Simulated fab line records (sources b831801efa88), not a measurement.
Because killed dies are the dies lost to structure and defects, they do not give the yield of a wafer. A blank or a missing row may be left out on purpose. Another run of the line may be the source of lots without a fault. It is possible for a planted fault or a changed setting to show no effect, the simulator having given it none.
One fault through the eyes of 2 desks :: flow gf180mcu :: each desk has only its own numbers; what lay behind them comes last

AT THE TOOL OWNER'S DESK: plasma asher-04
The tool's own readings at GF_HV_LDD_STRIP_22 (strips in O2/N2): means of the sampled wafers that have a number, for each lot that ran on this tool. If a lot's mean is further than 4 standard deviations from the usual mean, the lot is out of limits and carries the mark OUT (the distance appears in the brackets).
Columns: A = drypump motor current A at GF_HV_LDD_STRIP_22, usual 5.8 A; B = heater power w at GF_HV_LDD_STRIP_22, usual 334 W; C = o2 flow sccm at GF_HV_LDD_STRIP_22, usual 3001 sccm; D = oes product au at GF_HV_LDD_STRIP_22, usual 0.716 a.u.; E = strip time to endpoint s at GF_HV_LDD_STRIP_22, usual 12.63 s
lot: L985
first seen here: day 10 20:04
A: 6.0
B: 339
C: 3003
D: 0.720
E: 12.67

lot: L986
first seen here: day 11 01:06
A: 5.9
B: 338
C: 2988
D: 0.717
E: 12.59

lot: L988
first seen here: day 11 14:57
A: 5.9
B: 337
C: 3003
D: 0.722
E: 12.60

lot: L995
first seen here: day 13 23:05
A: 6.2
B: 340
C: 3000
D: 0.720
E: 12.66

lot: L102
first seen here: day 16 01:55
A: 6.0
B: 336
C: 2604 (-47) OUT
D: 0.711
E: 12.75

lot: L103
first seen here: day 16 16:44
A: 5.9
B: 339
C: 2591 (-49) OUT
D: 0.711
E: 12.71
This desk's finding: out of limits on L102, L103; first on L102, day 16 01:55 (o2 flow sccm at GF_HV_LDD_STRIP_22). L985, L986, L988, L995: within limits.

FROM THE METROLOGY DESK
What the gauges read, lot by lot, whatever tool the lot ran on: means of the sampled wafers that have a number. If a lot's mean is further than 4 standard deviations from the usual mean, the lot is out of limits and carries the mark OUT (the distance appears in the brackets).
Columns: A = POLY_GATE_OXIDATION_THK at GF_POLY_GATE_THK_MEAS_17, usual 4.00 nm; B = HV_LDD_TW at GF_HV_LDD_TW_MEAS_11, usual 2430; C = HV_LDD_01_OVL at GF_HV_LDD_OVL_MEAS_20, usual 0.6 nm
lot: L985
first seen here: day 9 07:33
A: 4.03
B: 2428
C: 1.3

lot: L986
first seen here: day 9 13:39
A: 3.95
B: 2442
C: 0.6

lot: L988
first seen here: day 10 01:14
A: 3.84
B: 2427
C: 1.2

lot: L989
first seen here: day 10 09:15
A: 3.96
B: 2437
C: 0.9

lot: L990
first seen here: day 10 18:41
A: 4.08
B: 2408
C: -0.2

lot: L991
first seen here: day 11 01:09
A: 4.05
B: 2442
C: 0.3

lot: L994
first seen here: day 11 22:08
A: 4.04
B: 2419
C: 0.5

lot: L995
first seen here: day 12 07:14
A: 4.01
B: 2437
C: -0.4

lot: L996
first seen here: day 12 12:35
A: 4.04
B: 2428
C: -0.3

lot: L102
first seen here: day 14 05:46
A: 3.96
B: 2427
C: 1.0

lot: L103
first seen here: day 14 20:46
A: 3.96
B: 2427
C: 0.2

lot: L105
first seen here: day 15 08:21
A: 3.96
B: 2419
C: 1.1

lot: L106
first seen here: day 15 14:02
A: 3.94
B: 2415
C: 0.0

lot: L107
first seen here: day 15 23:02
A: 3.93
B: 2419
C: -0.4
This desk's finding: nothing out of limits on any of the 14 lots.

ALL TOGETHER
At day 16 01:55, on L102, L103, the tool owner's desk was in a position to raise an alarm.
At the metrology desk, nothing out of limits was observed.
The metrology desk has L102, L103 on record, within its limits.
Of the lots named, all ran GF_HV_LDD_STRIP_22 on plasma asher-04.

WHAT THE SIMULATOR HAD PUT IN
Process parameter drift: plasma asher-04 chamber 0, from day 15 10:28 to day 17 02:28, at GF_HV_LDD_STRIP_22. The setting o2 flow sccm was moved by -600, starting from 3000. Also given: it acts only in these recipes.
Struck lots among those shown: L102, L103.
How many hours passed from the start of the fault until each desk's first out-of-limits reading: the tool owner's desk, 15.
